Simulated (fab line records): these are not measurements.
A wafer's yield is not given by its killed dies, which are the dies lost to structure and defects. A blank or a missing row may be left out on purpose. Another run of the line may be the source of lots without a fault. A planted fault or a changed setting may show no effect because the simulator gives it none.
fab line records    flow gf180mcu
record: lots: 14  wafers: 39  last_day: 33
route steps=602 shown PSD@261 NSD@262 SAB@273 CONTACT@289
lots that met no fault: taken from a fault-free run of the same line
start_h: the number of hours between the record's first day and the start of the first shown wafer of the lot    wait_h: how many hours have passed since the lot's step before this one    " same as the row above    L1.1+2: a single row standing in for several wafers    - no value, or no start given    * or withheld: withheld    < > ~ a bound
route shown NAME@n: a module of which the file shows steps, and the number in the route of the first    usual: the fault-free wafers' mean and standard deviation    same: alike in all rows    chamber/n: place in a boat    sites: per-site readings    _std_site: standard deviation of those values    _edge_site: outer sites' mean less inner sites'    radius_mm: for every site, how far away it sits from the centre of the wafer    mask NAME#n: copy n    behind: the tool/chamber that last shaped the wafer    hold: why the lot was held/for how many hours/how that ended    device: whichever transistor did not switch (one of n, p or np)    end of line: at the end of the route, the tests of the same wafers    a step given without rows: its recipe and nothing more    killed: at the first sort, the dies lost to defects and structure; wafer yield is something else    map: per-die view of a wafer (x killed, . not killed, _ where there is no die)
set.NAME: the run value of the setting; set.NAME@STEP: its run value at that earlier step    model.NAME: the simulator's own value behind a step, which no gauge read
one table for each step of the route and one row for each wafer, over a sample of lots
services: the hour from which a tool's chamber was out of use, counted from the record's first day as start_h (under 0 if before that day), plus the number of hours and why
== steps ==
step: GF_PSD_RTA_13
recipe: temp_c: 1025  time_s: 20  ambient: N2
usual: lamp_power_pct: 35.1/0.53  run_length_s: 49.19/0.2  wafer_temp_C_max: 1028.6/0.72
lot.wafer  tool           chamber  start_h  wait_h  lamp_power_pct  run_length_s  wafer_temp_C_max
L297.1     rtp_anneal-02  0        328.76   0.0     34.6            48.99         1028.1
L297.2     "              0        "        "       34.6            48.87         1029.5
L297.5     "              0        "        "       34.6            48.94         1029.1
L296.2     rtp_anneal-02  0        331.62   0.0     34.5            49.27         1028.5
L296.3     "              0        "        "       34.6            48.89         1029.3
L296.5     "              0        "        "       34.6            48.92         1028.8
L294.1     rtp_anneal-01  0        333.86   0.0     35.7            49.76         1028.8
L294.4     "              0        "        "       35.6            49.25         1029.8
L294.5     "              0        "        "       35.6            49.28         1028.7
L298.1     rtp_anneal-01  0        337.60   0.0     35.5            49.27         1027.4
L298.3     "              0        "        "       35.7            49.11         1028.8
L298.5     "              0        "        "       35.6            49.11         1028.2
L299.3     rtp_anneal-02  0        337.83   0.0     34.5            48.96         1028.9
L299.4     "              0        "        "       34.5            49.06         1028.3
L299.6     "              0        "        "       34.6            49.02         1028.1
L300.3     rtp_anneal-01  0        348.38   0.0     35.6            49.27         1029.2
L300.4     "              0        "        "       35.6            49.31         1028.9
L300.6     "              0        "        "       35.7            49.28         1029.9
L303.1     rtp_anneal-01  0        373.68   0.0     35.6            49.08         1028.2
L303.3     "              0        "        "       35.6            49.60         1029.8
L303.6     "              0        "        "       35.7            49.38         1029.3
L304.2     rtp_anneal-02  0        377.78   0.0     34.5            48.90         1027.4
L304.3     "              0        "        "       34.6            49.06         1028.4
L304.6     "              0        "        "       34.6            49.49         1028.1
L306.4     rtp_anneal-01  0        395.54   0.0     35.5            49.23         1028.9
L306.5     "              0        "        "       35.6            49.29         1027.7
L306.6     "              0        "        "       35.7            49.31         1028.9
L307.1     rtp_anneal-02  0        406.00   0.0     34.6            48.96         1028.1
L307.3     "              0        "        "       34.5            49.08         1030.2
L307.5     "              0        "        "       34.5            49.12         1028.6
L308.3     rtp_anneal-01  0        411.09   0.0     35.7            49.13         1028.7
L308.5     "              0        "        "       35.7            49.25         1028.1
L308.6     "              0        "        "       35.6            49.20         1028.3
L309.3     rtp_anneal-01  0        431.58   0.0     35.4            38.77         1028.1
L309.4     "              0        "        "       35.4            39.35         1027.4
L310.1     rtp_anneal-01  0        435.49   0.0     35.6            49.24         1027.6
L310.4     "              0        "        "       35.4            39.23         1027.7
L312.1     rtp_anneal-01  0        457.65   0.0     35.6            49.32         1029.2
L312.4     "              0        "        "       35.4            38.90         1028.2
step: GF_PSD_RS_MEAS_14
recipe: thk_meas_gauge: four-point-probe
usual: NSD_RS: 46.17/0.097
lot.wafer  tool           chamber  start_h  wait_h  NSD_RS[ohm/sq]
L297.1     film_metro-01  -        328.84   0.1     46.08
L297.2     "              -        "        "       46.10
L297.5     "              -        "        "       46.08
L296.2     film_metro-04  -        331.73   0.1     46.18
L296.3     "              -        "        "       46.21
L296.5     "              -        "        "       46.11
L294.1     film_metro-03  -        333.94   0.1     46.31
L294.4     "              -        "        "       46.36
L294.5     "              -        "        "       46.29
L298.1     film_metro-03  -        337.68   0.1     46.16
L298.3     "              -        "        "       46.22
L298.5     "              -        "        "       46.14
L299.3     film_metro-01  -        337.93   0.1     46.12
L299.4     "              -        "        "       46.16
L299.6     "              -        "        "       45.99
L300.3     film_metro-01  -        348.47   0.1     46.00
L300.4     "              -        "        "       45.94
L300.6     "              -        "        "       45.95
L303.1     film_metro-03  -        373.76   0.1     46.17
L303.3     "              -        "        "       46.21
L303.6     "              -        "        "       46.15
L304.2     film_metro-03  -        377.87   0.1     46.33
L304.3     "              -        "        "       46.21
L304.6     "              -        "        "       46.23
L306.4     film_metro-04  -        395.64   0.1     46.12
L306.5     "              -        "        "       46.20
L306.6     "              -        "        "       46.24
L307.1     film_metro-03  -        406.09   0.1     46.28
L307.3     "              -        "        "       46.24
L307.5     "              -        "        "       46.26
L308.3     film_metro-03  -        411.18   0.1     46.23
L308.5     "              -        "        "       46.12
L308.6     "              -        "        "       46.13
L309.3     film_metro-03  -        431.68   0.1     49.33
L309.4     "              -        "        "       49.31
L310.1     film_metro-03  -        435.58   0.1     46.29
L310.4     "              -        "        "       49.29
L312.1     film_metro-04  -        457.73   0.1     46.19
L312.4     "              -        "        "       49.35
step: GF_PSD_RS_MEAS_15
recipe: thk_meas_gauge: four-point-probe
usual: PSD_RS: 108.66/0.29
lot.wafer  tool           chamber  start_h  wait_h  PSD_RS[ohm/sq]
L297.1     film_metro-01  -        328.96   0.1     108.35
L297.2     "              -        "        "       108.08
L297.5     "              -        "        "       108.26
L296.2     film_metro-04  -        331.85   0.1     108.86
L296.3     "              -        "        "       108.61
L296.5     "              -        "        "       108.86
L294.1     film_metro-03  -        334.06   0.1     109.16
L294.4     "              -        "        "       109.19
L294.5     "              -        "        "       109.39
L298.1     film_metro-03  -        337.80   0.1     108.54
L298.3     "              -        "        "       108.56
L298.5     "              -        "        "       108.32
L299.3     film_metro-01  -        338.05   0.1     108.59
L299.4     "              -        "        "       108.62
L299.6     "              -        "        "       107.90
L300.3     film_metro-01  -        348.59   0.1     108.45
L300.4     "              -        "        "       108.52
L300.6     "              -        "        "       108.54
L303.1     film_metro-03  -        373.88   0.1     108.69
L303.3     "              -        "        "       108.76
L303.6     "              -        "        "       108.49
L304.2     film_metro-03  -        377.99   0.1     109.08
L304.3     "              -        "        "       108.98
L304.6     "              -        "        "       109.02
L306.4     film_metro-04  -        395.76   0.1     108.52
L306.5     "              -        "        "       108.56
L306.6     "              -        "        "       108.61
L307.1     film_metro-03  -        406.21   0.1     108.55
L307.3     "              -        "        "       108.86
L307.5     "              -        "        "       108.70
L308.3     film_metro-03  -        411.30   0.1     108.78
L308.5     "              -        "        "       108.72
L308.6     "              -        "        "       108.96
L309.3     film_metro-03  -        431.80   0.1     117.91
L309.4     "              -        "        "       117.58
L310.1     film_metro-03  -        435.70   0.1     109.18
L310.4     "              -        "        "       117.35
L312.1     film_metro-04  -        457.85   0.1     109.07
L312.4     "              -        "        "       117.53
step: GF_SAB_CD_MEAS_09
recipe: target_cd_nm: 420
usual: cd_nm: 421.0/1.6
lot.wafer  tool       chamber  start_h  wait_h  cd_nm
L297.1     cd_sem-01  -        350.58   0.1     420.7
L297.2     "          -        "        "       422.1
L297.5     "          -        "        "       419.9
L296.2     cd_sem-02  -        353.26   0.1     422.7
L296.3     "          -        "        "       421.8
L296.5     "          -        "        "       422.6
L294.1     cd_sem-01  -        356.23   0.1     419.4
L294.4     "          -        "        "       421.6
L294.5     "          -        "        "       421.6
L298.1     cd_sem-02  -        359.58   0.1     422.3
L298.3     "          -        "        "       422.6
L298.5     "          -        "        "       422.5
L299.3     cd_sem-01  -        360.38   0.1     418.6
L299.4     "          -        "        "       418.2
L299.6     "          -        "        "       418.7
L300.3     cd_sem-02  -        371.42   0.1     421.2
L300.4     "          -        "        "       421.0
L300.6     "          -        "        "       421.7
L303.1     cd_sem-02  -        397.99   0.1     421.1
L303.3     "          -        "        "       420.1
L303.6     "          -        "        "       421.0
L304.2     cd_sem-02  -        402.61   0.1     421.0
L304.3     "          -        "        "       423.0
L304.6     "          -        "        "       423.0
L306.4     cd_sem-01  -        420.44   0.1     422.3
L306.5     "          -        "        "       423.1
L306.6     "          -        "        "       425.3
L307.1     cd_sem-02  -        431.88   0.1     424.2
L307.3     "          -        "        "       423.7
L307.5     "          -        "        "       424.6
L308.3     cd_sem-02  -        436.02   0.1     419.7
L308.5     "          -        "        "       420.8
L308.6     "          -        "        "       420.3
L309.3     cd_sem-01  -        457.18   0.1     422.6
L309.4     "          -        "        "       423.3
L310.1     cd_sem-02  -        460.78   0.1     419.9
L310.4     "          -        "        "       418.9
L312.1     cd_sem-01  -        480.34   0.1     421.6
L312.4     "          -        "        "       420.1
step: GF_SAB_OVL_MEAS_10
usual: SAB_OVL: 0.4/1.2
lot.wafer  tool        chamber  start_h  wait_h  SAB_OVL[nm]
L297.1     overlay-01  -        350.70   0.1     2.0
L297.2     "           -        "        "       -0.1
L297.5     "           -        "        "       -0.5
L296.2     overlay-02  -        353.37   0.1     0.5
L296.3     "           -        "        "       -0.7
L296.5     "           -        "        "       -0.7
L294.1     overlay-01  -        356.35   0.1     2.2
L294.4     "           -        "        "       3.4
L294.5     "           -        "        "       2.2
L298.1     overlay-01  -        359.70   0.1     0.2
L298.3     "           -        "        "       -1.2
L298.5     "           -        "        "       -1.1
L299.3     overlay-02  -        360.47   0.1     -1.7
L299.4     "           -        "        "       -1.5
L299.6     "           -        "        "       -0.6
L300.3     overlay-02  -        371.52   0.1     -1.3
L300.4     "           -        "        "       1.7
L300.6     "           -        "        "       0.0
L303.1     overlay-01  -        398.11   0.1     0.2
L303.3     "           -        "        "       -2.1
L303.6     "           -        "        "       0.5
L304.2     overlay-01  -        402.71   0.1     0.1
L304.3     "           -        "        "       -3.2
L304.6     "           -        "        "       -1.0
L306.4     overlay-01  -        420.52   0.1     -0.1
L306.5     "           -        "        "       0.3
L306.6     "           -        "        "       -0.8
L307.1     overlay-01  -        432.00   0.1     0.5
L307.3     "           -        "        "       1.0
L307.5     "           -        "        "       1.6
L308.3     overlay-01  -        436.11   0.1     0.7
L308.5     "           -        "        "       1.1
L308.6     "           -        "        "       -1.3
L309.3     overlay-01  -        457.27   0.1     -0.8
L309.4     "           -        "        "       -0.2
L310.1     overlay-02  -        460.90   0.1     1.5
L310.4     "           -        "        "       0.2
L312.1     overlay-02  -        480.46   0.1     1.5
L312.4     "           -        "        "       0.8
step: GF_CONTACT_CVD_02
recipe: material: SiO2  target_thk_nm: 860  precursor: TEOS  temp_c: 400  time_s: 95.992  rf_w: 600
usual: heater_power_w: 648/110
lot.wafer  tool      chamber  start_h  wait_h  heater_power_w
L297.1     pecvd-04  1        351.71   0.1     589
L297.2     "         0        "        "       574
L297.5     "         1        "        "       615
L296.2     pecvd-01  1        354.37   0.0     735
L296.3     "         0        "        "       431
L296.5     "         2        "        "       633
L294.1     pecvd-02  0        357.46   0.1     656
L294.4     "         2        "        "       667
L294.5     "         1        "        "       808
L298.1     pecvd-01  2        360.82   0.1     797
L298.3     "         0        "        "       467
L298.5     "         1        "        "       744
L299.3     pecvd-04  2        361.57   0.0     649
L299.4     "         1        "        "       596
L299.6     "         2        "        "       694
L300.3     pecvd-04  0        372.51   0.0     478
L300.4     "         0        "        "       525
L300.6     "         2        "        "       696
L303.1     pecvd-04  0        399.12   0.1     580
L303.3     "         1        "        "       598
L303.6     "         1        "        "       620
L304.2     pecvd-02  1        403.73   0.0     776
L304.3     "         0        "        "       736
L304.6     "         1        "        "       830
L306.4     pecvd-01  1        421.68   0.1     773
L306.5     "         0        "        "       515
L306.6     "         2        "        "       743
L307.1     pecvd-01  1        433.00   0.1     744
L307.3     "         2        "        "       687
L307.5     "         1        "        "       597
L308.3     pecvd-01  0        437.11   0.0     530
L308.5     "         1        "        "       600
L308.6     "         2        "        "       608
L309.3     pecvd-01  2        458.27   0.0     694
L309.4     "         2        "        "       744
L310.1     pecvd-04  1        461.91   0.1     643
L310.4     "         0        "        "       522
L312.1     pecvd-01  2        481.46   0.1     726
L312.4     "         1        "        "       710
== services ==
tool      chamber  start_h  hours  kind
pecvd-01  0        306.48   2.7    repair
pecvd-01  -        306.93   0.5    repair
pecvd-02  0        307.50   4.5    repair
pecvd-02  -        342.06   1.1    repair
pecvd-04  2        346.30   4.4    repair
pecvd-02  -        354.77   0.9    repair
pecvd-02  -        365.58   2.0    repair
pecvd-02  -        413.00   2.8    pm
pecvd-01  2        443.97   3.4    repair
pecvd-01  -        478.40   0.5    repair
== key ==
first_sign: step: GF_PSD_RTA_13  reading: run_length_s  direction: down  sigmas: 50  usual: *  struck: *
effect: step: GF_PSD_RS_MEAS_14  reading: NSD_RS  direction: up  sigmas: 32  usual: 46.17  struck: 49.32
effect: step: GF_PSD_RS_MEAS_15  reading: PSD_RS  direction: up  sigmas: 31  usual: 108.66  struck: 117.59
met_at GF_PSD_RTA_13
struck_lots L309,L310,L312
struck_wafers L309.3,L309.4,L310.4,L312.4
tester_left_out L309,L310,L312
not_acting_at GF_SAB_CD_MEAS_09,GF_SAB_OVL_MEAS_10,GF_CONTACT_CVD_02
onset_between 411.09 431.58
fault: kind: process_parameter_drift  tool: rtp_anneal-01  chamber: -  onset_h: 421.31  steps: GF_PSD_RTA_13  channel: time_s  offset: *  shape: step  end_h: 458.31  scope: struck_wafers_only  acts_in: *  stated: *
tester_left_out: of these lots the tester's yield and bins aren't shown, on N5 and GAA mostly nor the transistor test; their killed dies are dies lost to structure and defects alone, not to doping, threshold or leakage, so they don't give the yield
